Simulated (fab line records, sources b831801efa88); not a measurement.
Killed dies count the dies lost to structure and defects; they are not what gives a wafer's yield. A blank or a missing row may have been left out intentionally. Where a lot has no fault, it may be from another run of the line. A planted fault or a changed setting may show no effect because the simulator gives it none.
fab line records	flow sky130
record lots=5	wafers=15	last_day=49
route steps=708 shown METAL1@448 VIA1@458 METAL2@483 PAD_OPEN@708
lots that met no fault: taken from a fault-free run of the same line
start_h: hours from the record's opening day to when the first of the lot's shown wafers began	wait_h: hours from the lot's prior step to this one	" unchanged from the row above	L1.1+2: a single row standing in for several wafers	- no value present, or no start provided	* or withheld: withheld	< > ~ a bound
route shown NAME@n: names a module that has steps shown in the file, with the first one's number in the route	usual: average and standard deviation across the fault-free wafers	same: alike in all rows	chamber/n: place in a boat	sites: readings site by site	_std_site: the values' standard deviation	_edge_site: inner sites' mean taken away from outer sites' mean	radius_mm: how far each site lies from the wafer's centre	mask NAME#n: copy n	behind: the last tool/chamber to shape the wafer	hold: why the lot was held/for how many hours/how that ended	device: the n, p or np transistor that did not switch	end of line: the tests these same wafers got at the end of their route	for a step that has no rows: nothing shown but its recipe	killed: dies lost to structure and defects at the first sort, not the wafer's yield	map: a wafer's dies, marking killed ones x, the rest . and places with no die _
set.NAME: the setting as run; set.NAME@STEP: as run at that earlier step	model.NAME: the simulator's own value behind a step, which no gauge read
lots at some steps of the route; a table a step, a row a wafer
services: from which hour (start_h, from the record's first day; less than 0 if before it) a tool's chamber was out of use, for how many hours, and why
## steps
# step SKY_METAL1_DEVELOP_14
# recipe develop_time_s=60	resist=KrF-thick	dev_temp_c=21
# step SKY_METAL1_DESCUM_17
# recipe chemistry=O2	source_power_w=150	bias_power_w=0	pressure_mtorr=10	temp_c=40	time_s=8
# step SKY_METAL1_ETCH_18
# recipe chemistry=N2/H2	target=BARC	ion_energy_ev=200	bias_w=100	pressure_mtorr=30	n2_flow_sccm=100	h2_flow_sccm=200	icp_w=500	stop_on=SiO2	time_s=45.9	target_depth_a=600
# step SKY_METAL1_METAL_ETCH_19
# recipe target_depth_a=3600	stop_on=SiO2	over_etch_frac=0.3	time_s=78	chemistry=Cl2/BCl3	resist_sidewall_deg=88	pressure_mtorr=10	icp_w=900	bias_w=48.5	Cl2_flow_sccm=60	bcl3_flow_sccm=30
# step SKY_METAL1_STRIP_20
# recipe chemistry=O2/N2	power_w=1400	pressure_mtorr=1500	platen_temp_c=withheld	o2_flow_sccm=3000	n2_flow_sccm=300	overash_fraction=0.5
# step SKY_METAL1_STRIP_21
# recipe chemistry=post_etch_residue_remover	time_s=1200	temp_c=72.5
# step SKY_METAL1_CLEAN_22
# recipe chemistry=IPA	time_s=180	temp_c=25
# step SKY_METAL1_CLEAN_23
# recipe chemistry=O3/DIW	dry=n2_spin
# step SKY_VIA1_HDPCVD_00
# recipe material=SiO2	target_thk_nm=1030	sigma_open_frac=0.3	time_s=171.7	temp_c=400	sih4_flow_sccm=60	pressure_mtorr=6
# step SKY_VIA1_CMP_02
# recipe material=SiO2	down_force_psi=4	platen_rpm=60	pad_velocity_m_s=0.94248
# usual motor_current_A=11.7/1.2
lot.wafer	tool	chamber	start_h	wait_h	motor_current_A	model.SiO2_of_VIA1_HDPCVD_00.thk_nm
L312.2	cmp-01	0	837.51	0.1	10.2	343
L312.4	"	1	"	"	12.5	346.7
L312.5	"	3	"	"	14.2	343.4
L317.4	cmp-01	1	858.73	0.0	11.9	344.8
L317.2	"	3	"	"	13.8	344.1
L317.6	"	2	"	"	12.5	257.9
L318.4	cmp-01	3	864.33	0.1	13.9	341.7
L318.3	"	0	"	"	10.4	255.6
L318.5	"	1	"	"	12.3	343.3
L319.3	cmp-01	1	885.38	0.0	12.1	257.7
L319.1	"	2	"	"	11.9	343.8
L319.4	"	0	"	"	10.6	341.2
L324.1	cmp-02	3	904.24	0.1	11.9	345.8
L324.2	"	0	"	"	11.6	347.9
L324.6	"	2	"	"	12.3	344.3
# step SKY_VIA1_BOW_MEAS_03
# recipe mode=bow
# usual VIA1_BOW=80/7.1
lot.wafer	tool	chamber	start_h	wait_h	hold	VIA1_BOW[um]
L312.2	film_metro-04	-	837.78	0.2	-	83
L312.4	"	-	"	"	-	82
L312.5	"	-	"	"	-	76
L317.2	film_metro-01	-	859.05	0.2	await_dispo/0.2h/release	64
L317.4	"	-	"	"	await_dispo/0.2h/release	85
L317.6	"	-	"	"	await_dispo/0.2h/release	78
L317.2	film_metro-01	-	859.33	0.3	-	-
L317.4	"	-	"	"	-	-
L317.6	"	-	"	"	-	-
L318.3	film_metro-04	-	864.57	0.1	await_dispo/0.2h/release	72
L318.4	"	-	"	"	await_dispo/0.2h/release	64
L318.5	"	-	"	"	await_dispo/0.2h/release	79
L318.3	film_metro-04	-	864.86	0.3	-	-
L318.4	"	-	"	"	-	-
L318.5	"	-	"	"	-	-
L319.1	film_metro-01	-	885.68	0.2	await_dispo/0.2h/release	66
L319.3	"	-	"	"	await_dispo/0.2h/release	74
L319.4	"	-	"	"	await_dispo/0.2h/release	79
L319.1	film_metro-01	-	885.97	0.3	-	-
L319.3	"	-	"	"	-	-
L319.4	"	-	"	"	-	-
L324.1	film_metro-02	-	904.44	0.1	-	68
L324.2	"	-	"	"	-	71
L324.6	"	-	"	"	-	76
# step SKY_VIA1_HMDS_05
# recipe prime_time_s=60	prime_temp_c=120
# step SKY_VIA1_COAT_06
# recipe resist=BARC	temp_c=withheld	time_s=withheld	spin_rpm=3000	resist_thk_nm=60
# step SKY_VIA1_COAT_07
# recipe resist=KrF-thick	spin_rpm=3000	resist_thk_nm=450
# step SKY_VIA1_SOFTBAKE_08
# recipe temp_c=100	time_s=90	resist=KrF-thick
# step SKY_VIA1_EXPOSE_09
# recipe mask_id=VIM	na=0.8	source_shape=annular	sigma_inner=0.55	sigma_outer=0.85	target_cd_nm=150	dose_mj=38
# step SKY_VIA1_PEB_10
# recipe peb_temp_c=withheld	peb_time_s=withheld	resist=KrF-thick
# step SKY_VIA1_DEVELOP_11
# recipe develop_time_s=60	resist=KrF-thick	dev_temp_c=21
# step SKY_VIA1_ETCH_14
# recipe chemistry=N2/H2	target=BARC	ion_energy_ev=200	source_w=500	bias_w=100	pressure_mtorr=30	n2_flow_sccm=100	h2_flow_sccm=200	stop_on=SiO2	time_s=45.9	target_depth_a=600
# step SKY_VIA1_ETCH_15
# recipe target=SiO2	chemistry=C4F8/O2/Ar	target_depth_nm=351	stop_on=TiN	mask_material=KrF-thick	source_w=1500	bias_w=1200	pressure_mtorr=40	c4f8_flow_sccm=withheld	O2_flow_sccm=6	Ar_flow_sccm=300	time_s=54
# usual oes_product_au=0.981/0.0074
lot.wafer	tool	chamber	start_h	wait_h	oes_product_au	rf_hours_counter_h	model.VIA1.feature_depth_nm	model.etch.depth_nm
L312.2	rie_diel-04	2	864.27	0.0	0.971	11	343	343
L312.4	"	3	"	"	0.979	10	346.7	346.7
L312.5	"	3	"	"	0.986	-	343.4	343.4
L317.2	rie_diel-01	0	885.60	0.0	0.977	19	339.7	339.7
L317.4	"	2	"	"	0.990	16	344.8	344.8
L317.6	"	1	"	"	0.834	-	257.9	257.9
L318.3	rie_diel-04	1	891.17	0.0	0.829	20	255.6	255.6
L318.4	"	0	"	"	0.988	13	341.7	341.7
L318.5	"	0	"	"	0.978	-	343.3	343.3
L319.1	rie_diel-02	3	910.83	0.0	0.982	9	343.8	343.8
L319.3	"	0	"	"	0.845	1	257.7	257.7
L319.4	"	1	"	"	0.982	23	341.2	341.2
L324.1	rie_diel-04	2	929.18	0.0	0.980	13	345.8	345.8
L324.2	"	3	"	"	0.992	12	347.9	347.9
L324.6	"	1	"	"	0.981	-	344.3	344.3
# step SKY_VIA1_STRIP_16
# recipe chemistry=O2/N2	power_w=1400	pressure_mtorr=1500	platen_temp_c=withheld	o2_flow_sccm=3000	n2_flow_sccm=300	overash_fraction=0.5
# step SKY_VIA1_STRIP_17
# recipe chemistry=post_etch_residue_remover	time_s=1200	temp_c=72.5
# step SKY_VIA1_CLEAN_18
# recipe chemistry=IPA	time_s=180	temp_c=25
# step SKY_VIA1_CLEAN_19
# recipe chemistry=O3/DIW	dry=n2_spin
# step SKY_VIA1_SPUTTER_20
# recipe material=TiN	target_thk_nm=20	chamber_pressure_pa=5	power_w=4000	time_s=80
# step SKY_VIA1_CVD_21
# recipe material=W	target_thk_nm=270	time_s=80.902	temp_c=400	pressure_torr=40
# step SKY_VIA1_CMP_24
# recipe stop_on=SiO2	t_overpolish_s=15	down_force_psi=3.5	platen_rpm=60	target_thk_nm=0	pad_velocity_m_s=0.94248
# step SKY_METAL2_SPUTTER_00
# recipe material=Ti	target_thk_nm=15	power_w=3000	time_s=10	chamber_pressure_pa=0.4
# step SKY_METAL2_SPUTTER_01
# recipe material=TiN	target_thk_nm=20	power_w=6500	time_s=16.7	chamber_pressure_pa=0.4
# step SKY_METAL2_SPUTTER_02
# recipe material=AlCu	target_thk_nm=250	power_w=10600	time_s=13.3	chamber_pressure_pa=0.4
# step SKY_METAL2_SPUTTER_03
# recipe material=Ti	target_thk_nm=5	power_w=3000	time_s=3.3	chamber_pressure_pa=0.4
# step SKY_METAL2_SPUTTER_04
# recipe material=TiN	target_thk_nm=70	power_w=6500	time_s=58.3	chamber_pressure_pa=0.4
# step SKY_METAL2_METAL_ETCH_19
# recipe target_depth_a=3600	stop_on=SiO2	over_etch_frac=0.3	time_s=78	chemistry=Cl2/BCl3	resist_sidewall_deg=88	pressure_mtorr=10	icp_w=900	bias_w=48.5	Cl2_flow_sccm=60	bcl3_flow_sccm=30
# usual drypump_motor_current_A=5.7/0.33	oes_product_au=0.853/0.0058	throttle_valve_pct=22.265/0.01
lot.wafer	tool	chamber	start_h	wait_h	drypump_motor_current_A	oes_product_au	rf_hours_counter_h	throttle_valve_pct	model.SiO2_of_VIA1_HDPCVD_00.thk_nm
L312.2	rie_metal-01	0	892.22	0.0	5.9	0.852	17	22.279	329
L312.4	"	1	"	"	5.0	0.855	-	22.281	332.6
L312.5	"	0	"	"	5.9	0.852	-	22.268	329.2
L317.2	rie_metal-03	1	913.16	0.1	5.6	0.852	-	22.262	330.2
L317.4	"	1	"	"	5.6	0.845	-	22.268	330.7
L317.6	"	1	"	"	5.7	0.848	-	22.275	243.9
L318.3	rie_metal-04	0	917.83	0.1	5.9	0.857	-	22.276	241.6
L318.4	"	0	"	"	5.9	0.854	-	22.281	327.7
L318.5	"	0	"	"	5.9	0.859	-	22.279	329.4
L319.1	rie_metal-01	1	937.37	0.0	5.0	0.856	8	22.268	329.7
L319.3	"	0	"	"	5.9	0.847	-	22.237	243.3
L319.4	"	1	"	"	5.0	0.853	-	22.285	327.1
L324.1	rie_metal-04	1	954.49	0.0	5.7	0.852	1	22.247	331.8
L324.2	"	0	"	"	5.9	0.856	14	22.259	334
L324.6	"	1	"	"	5.7	0.849	-	22.278	330.3
# step SKY_PAD_OPEN_PROBE_99
# usual defect_limited_yield=82.5/2	killed_at_M0_to_M3=44/7.7	killed_at_M4_up=3.0/1.9	killed_at_contacts=25/5.6	killed_at_front_end=15/4.6	killed_at_other=0.3/0.47	killed_dies=86/9.9	killed_open=47/7.4	killed_short=39/5.9	sort_bin_3_pad_short=0.8/0.37	sort_bin_5_function=10.4/1.5	sort_bin_6_memory=6.3/1	sort_n_pass=406/9.9	sort_yield_pct=82.5/2
# same gross_dies=492	killed_at_back_side=0	sort_bin_4_leakage[%]=0	sort_bin_8_speed[%]=0
lot.wafer	tool	chamber	start_h	wait_h	defect_limited_yield[%]	killed_at_M0_to_M3	killed_at_M4_up	killed_at_contacts	killed_at_front_end	killed_at_other	killed_dies	killed_open	killed_short	sort_bin_3_pad_short[%]	sort_bin_5_function[%]	sort_bin_6_memory[%]	sort_n_pass	sort_yield_pct[%]
L312.2	prober-01	-	1135.31	0.1	84.3	38	5	24	10	0	77	42	35	0.4	10.4	4.9	415	84.3
L312.4	prober-01	-	1135.41	0.2	82.5	42	1	39	4	0	86	52	34	0.8	10.8	5.9	406	82.5
L312.5	prober-01	-	1135.46	0.2	82.3	50	1	27	9	0	87	54	33	1.0	11.2	5.5	405	82.3
L317.2	prober-02	-	1146.61	0.1	81.5	40	4	30	17	0	91	47	44	1.0	11.8	5.7	401	81.5
L317.4	prober-02	-	1146.71	0.2	81.1	45	1	21	24	2	93	46	47	0.6	13.2	5.1	399	81.1
L317.6	prober-02	-	1146.81	0.2	82.1	31	5	35	17	0	88	57	31	0.6	10.8	6.5	404	82.1
L318.3	prober-01	-	1153.66	0.2	82.7	44	3	26	12	0	85	48	37	0.6	8.9	7.7	407	82.7
L318.4	prober-01	-	1153.71	0.2	80.9	43	3	25	23	0	94	48	46	1.0	11.2	6.9	398	80.9
L318.5	prober-01	-	1153.76	0.2	83.3	37	2	26	17	0	82	43	39	1.2	9.8	5.7	410	83.3
L319.1	prober-02	-	1165.98	0.1	82.5	46	1	24	14	1	86	49	37	0.8	9.8	6.9	406	82.5
L319.3	prober-02	-	1166.08	0.2	82.7	44	3	18	19	1	85	48	37	1.2	9.1	6.9	407	82.7
L319.4	prober-02	-	1166.13	0.2	80.3	59	4	22	12	0	97	49	48	0.8	10.6	8.3	395	80.3
L324.1	prober-02	-	1179.72	0.1	81.7	37	2	31	20	0	90	51	39	0.6	10.2	7.5	402	81.7
L324.2	prober-02	-	1179.77	0.1	85.0	45	2	19	8	0	74	36	38	0.2	9.3	5.5	418	85.0
L324.6	prober-02	-	1179.97	0.2	82.3	50	0	21	16	0	87	46	41	1.0	10.2	6.5	405	82.3
# killed by level:class
L312.2 LI_CONTACT:geometric_particle:open=8 CONTACT:geometric_particle:open=6 VIA1:geometric_particle:open=6 VIA2:geometric_particle:open=6 METAL1:geometric_particle:short=5 VIA3:geometric_particle:open=5 FIELD_ISO:geometric_particle:short=4 POLY_GATE:geometric_particle:open=4
L312.4 CONTACT:geometric_particle:open=18 LI_CONTACT:geometric_particle:open=9 VIA2:geometric_particle:open=7 METAL2:geometric_particle:short=6 CONTACT:geometric_particle:short=5 METAL1:geometric_particle:open=5 VIA3:geometric_particle:open=5 METAL1:geometric_particle:short=4
L312.5 CONTACT:geometric_particle:open=13 VIA3:geometric_particle:open=12 VIA1:geometric_particle:open=8 VIA2:geometric_particle:open=8 LI_CONTACT:geometric_particle:open=5 CONTACT:geometric_particle:short=5 VIA1:geometric_particle:short=5 METAL2:geometric_particle:short=4
L317.2 CONTACT:geometric_particle:open=15 CONTACT:geometric_particle:short=10 VIA1:geometric_particle:open=9 VIA3:geometric_particle:open=6 POLY_GATE:geometric_particle:short=5 VIA1:geometric_particle:short=5 METAL2:geometric_particle:short=5 FIELD_ISO:geometric_particle:open=4
L317.4 VIA1:geometric_particle:open=12 POLY_GATE:geometric_particle:open=9 POLY_GATE:geometric_particle:short=7 VIA1:geometric_particle:short=6 CONTACT:geometric_particle:short=5 METAL3:geometric_particle:short=5 LOCAL_INTERCONNECT:geometric_particle:short=5 VIA3:geometric_particle:open=5
L317.6 VIA1:geometric_particle:open=11 LI_CONTACT:geometric_particle:open=10 CONTACT:geometric_particle:open=10 CONTACT:geometric_particle:short=9 VIA2:geometric_particle:open=7 POLY_GATE:geometric_particle:open=5 POLY_GATE:geometric_particle:short=4 SPACER:geometric_particle:open=3
L318.3 VIA3:geometric_particle:open=12 LI_CONTACT:geometric_particle:open=9 VIA1:geometric_particle:open=9 CONTACT:geometric_particle:open=6 VIA1:geometric_particle:short=6 LOCAL_INTERCONNECT:geometric_particle:short=5 CONTACT:geometric_particle:short=4 METAL1:geometric_particle:short=4
L318.4 VIA1:geometric_particle:open=10 CONTACT:geometric_particle:open=9 VIA3:geometric_particle:open=9 VIA1:geometric_particle:short=7 FIELD_ISO:geometric_particle:open=6 CONTACT:geometric_particle:short=6 POLY_GATE:geometric_particle:short=5 SPACER:geometric_particle:short=5
L318.5 VIA1:geometric_particle:open=10 CONTACT:geometric_particle:open=9 LI_CONTACT:geometric_particle:open=6 METAL2:geometric_particle:short=5 LI_CONTACT:geometric_particle:short=4 VIA1:geometric_particle:short=4 CONTACT:geometric_particle:short=4 METAL1:geometric_particle:short=4
L319.1 VIA1:geometric_particle:open=11 CONTACT:geometric_particle:open=11 METAL1:geometric_particle:short=7 METAL2:geometric_particle:short=7 LI_CONTACT:geometric_particle:open=6 VIA3:geometric_particle:open=6 FIELD_ISO:geometric_particle:short=5 METAL1:geometric_particle:open=4
L319.3 VIA3:geometric_particle:open=8 VIA1:geometric_particle:open=8 METAL2:geometric_particle:short=7 CONTACT:geometric_particle:open=6 POLY_GATE:geometric_particle:open=5 LI_CONTACT:geometric_particle:open=5 VIA2:geometric_particle:open=5 FIELD_ISO:geometric_particle:open=4
L319.4 VIA1:geometric_particle:open=15 METAL1:geometric_particle:short=12 VIA3:geometric_particle:open=8 LOCAL_INTERCONNECT:geometric_particle:short=7 VIA2:geometric_particle:open=7 CONTACT:geometric_particle:open=6 VIA1:geometric_particle:short=5 FIELD_ISO:geometric_particle:open=4
L324.1 CONTACT:geometric_particle:open=12 VIA2:geometric_particle:open=9 LI_CONTACT:geometric_particle:open=8 POLY_GATE:geometric_particle:short=7 METAL2:geometric_particle:short=7 VIA3:geometric_particle:open=6 LI_CONTACT:geometric_particle:short=6 FIELD_ISO:geometric_particle:open=5
L324.2 VIA1:geometric_particle:open=16 VIA1:geometric_particle:short=7 CONTACT:geometric_particle:open=6 VIA2:geometric_particle:open=6 CONTACT:geometric_particle:short=5 VIA2:geometric_particle:short=5 METAL3:geometric_particle:short=4 SONOS_ONO:geometric_particle:short=3
L324.6 CONTACT:geometric_particle:open=9 VIA2:geometric_particle:open=8 VIA1:geometric_particle:short=7 VIA1:geometric_particle:open=7 VIA3:geometric_particle:open=6 POLY_GATE:geometric_particle:short=5 LI_CONTACT:geometric_particle:open=5 VIA3:geometric_particle:short=5
## services
tool	chamber	start_h	hours	kind
cmp-02	-	819.59	3.8	repair
rie_metal-01	1	828.53	4.4	repair
cmp-01	-	830.49	1.9	repair
rie_metal-01	1	844.19	2.4	repair
rie_diel-02	0	860.10	-	clean
rie_diel-02	0	860.10	26.4	scheduled_down
rie_metal-03	-	870.39	2.8	pm
rie_diel-04	2	874.25	1.2	repair
cmp-01	-	878.28	0.7	repair
rie_diel-02	-	881.93	0.7	repair
cmp-01	-	884.45	0.6	repair
rie_diel-04	1	902.94	-	clean
rie_diel-04	1	902.94	15.4	scheduled_down
rie_diel-04	1	902.94	15.4	vent_cycle
rie_metal-01	0	904.23	-	clean
rie_metal-01	0	904.23	21.7	scheduled_down
rie_metal-01	0	904.23	21.7	vent_cycle
cmp-01	-	912.10	4.0	pm
rie_metal-04	1	913.27	-	clean
rie_metal-04	1	913.27	21.2	scheduled_down
rie_metal-04	1	913.27	21.2	vent_cycle
cmp-01	-	916.10	-	consumable_replace:conditioner
cmp-01	-	916.10	-	consumable_replace:pad
rie_diel-02	-	922.35	15.6	pm
## key
first_sign step=SKY_VIA1_BOW_MEAS_03	reading=visit	direction=added
effect step=SKY_VIA1_ETCH_15	reading=oes_product_au	direction=down	sigmas=20	usual=0.981	struck=0.836
model_effect step=SKY_VIA1_CMP_02	value=SiO2_of_VIA1_HDPCVD_00.thk_nm	without=343.3	struck=257.1
model_effect step=SKY_VIA1_ETCH_15	value=VIA1.feature_depth_nm	without=341.3	struck=257.1
model_effect step=SKY_METAL2_METAL_ETCH_19	value=SiO2_of_VIA1_HDPCVD_00.thk_nm	without=329.2	struck=243
met_at SKY_VIA1_CMP_02
struck_wafers L317.6,L318.3,L319.3
onset_between 837.51 858.73
fault kind=process_parameter_drift	tool=cmp-01	chamber=-	onset_h=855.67	steps=SKY_VIA1_CMP_02	channel=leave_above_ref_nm	offset=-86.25	shape=step	end_h=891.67	scope=struck_wafers_only	acts_in=these_recipes_only	stated=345
